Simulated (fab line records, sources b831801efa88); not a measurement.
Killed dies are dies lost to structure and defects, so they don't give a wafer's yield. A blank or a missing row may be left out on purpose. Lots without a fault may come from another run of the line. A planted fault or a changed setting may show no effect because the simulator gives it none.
A struck lot beside a sound one | flow sky130 | 14 steps out of a route of 708
Sound: wafers L807.3, L807.5, L807.6. Struck: wafers L815.2, L815.3, L815.5. The cause comes at the end.
At each step with rows: each side's tool, then ch and its chambers, then its first start. Under that, the readings that differ: sound wafers | struck wafers | difference of the means | sigmas: that difference in standard deviations of wafers without a fault.
alike: readings whose means differ by less than 2 such deviations, and words and numbers that are the same on both sides. not compared: withheld readings, readings that some wafer has no value for, bounds like >300 that may hide the same value, and numbers for which the record gives no deviation and whose values overlap.
The two part at a step that has a row with sigmas, a row that says differs or no value, or rows on one side only. Numbers that don't overlap but have no deviation are shown without sigmas and don't part them. A reading that every wafer of one side lacks parts them only if that side has two wafers or more.

SKY_VIA3_OVL_MEAS_13:
  sound on overlay-01, day 42 01:41; struck on overlay-02, day 44 04:50
  alike: VIA3_OVL
SKY_VIA3_ETCH_14: etches BARC in N2/H2, stops on SiO2, time 45.9 s, target depth 60 nm.
  sound on rie_diel-01 ch 0,2, day 42 01:43; struck on rie_diel-01 ch 0,1,3, day 44 04:52
  alike: drypump_motor_current_A, oes_product_au, throttle_valve_pct
  not compared: rf_hours_counter_h
SKY_VIA3_ETCH_15: etches SiO2 in C4F8/O2/Ar, stops on TiN, target depth 507 nm, time 78 s.
  sound on rie_diel-01 ch 0,2, day 42 01:46; struck on rie_diel-01 ch 0,1,3, day 44 04:55
  alike: oes_product_au
  not compared: rf_hours_counter_h
SKY_VIA3_STRIP_16: strips in O2/N2.
  sound on plasma_asher-02 ch 0,1, day 42 01:51; struck on plasma_asher-01 ch 0,1, day 44 04:58
  alike: drypump_motor_current_A, oes_product_au, strip_time_to_endpoint_s
  not compared: rf_hours_counter_h
then, 4 steps without rows for these wafers: SKY_VIA3_STRIP_17 (strips in post etch residue remover, time 1200 s); SKY_VIA3_CLEAN_18 (cleans in IPA, time 180 s); SKY_VIA3_CLEAN_19 (cleans in O3/DIW); SKY_VIA3_SPUTTER_20 (material TiN, target thk 20 nm, time 80 s).
SKY_VIA3_CVD_21: deposits W, target thk 390 nm, time 117.31 s.
  sound on cvd_w-01 ch 0,1, day 42 02:40; struck on cvd_w-02 ch 0, day 44 05:38
  alike: heater_power_w
SKY_VIA3_RS_MEAS_22: measures by four-point-probe.
  sound on film_metro-04, day 42 02:47; struck on film_metro-01, day 44 05:47
  alike: VIA3_W_RS
SKY_VIA3_THK_MEAS_23: measures by xrf.
  sound on film_metro-04, day 42 02:53; struck on film_metro-01, day 44 05:53
  alike: VIA3_W_THK
then, 1 step without rows for these wafers: SKY_VIA3_CMP_24 (polishes, stops on SiO2, t overpolish 20 s, target thk 0 nm).
SKY_METAL4_SPUTTER_00: material Ti, target thk 15 nm, time 10 s.
  sound on pvd_sputter-02, day 42 03:15; struck on pvd_sputter-03, day 44 06:14
  no value came back on the struck wafers for cathode_dc_power_W (W), chamber_pressure_pa (Pa), throttle_valve_pct (%); on the sound wafers cathode_dc_power_W (W) reads 3000.3 2999.0 3001.0
SKY_METAL4_SPUTTER_01: material TiN, target thk 20 nm, time 16.7 s.
  sound on pvd_sputter-02, day 42 03:16; struck on pvd_sputter-03, day 44 06:16
  alike: cathode_dc_power_W, chamber_pressure_pa, throttle_valve_pct

WHERE THEY PART
Only at SKY_METAL4_SPUTTER_00, within this record. Later steps at which nothing parts them and some readings are alike: SKY_METAL4_SPUTTER_01.

WHY: what the simulator had put in
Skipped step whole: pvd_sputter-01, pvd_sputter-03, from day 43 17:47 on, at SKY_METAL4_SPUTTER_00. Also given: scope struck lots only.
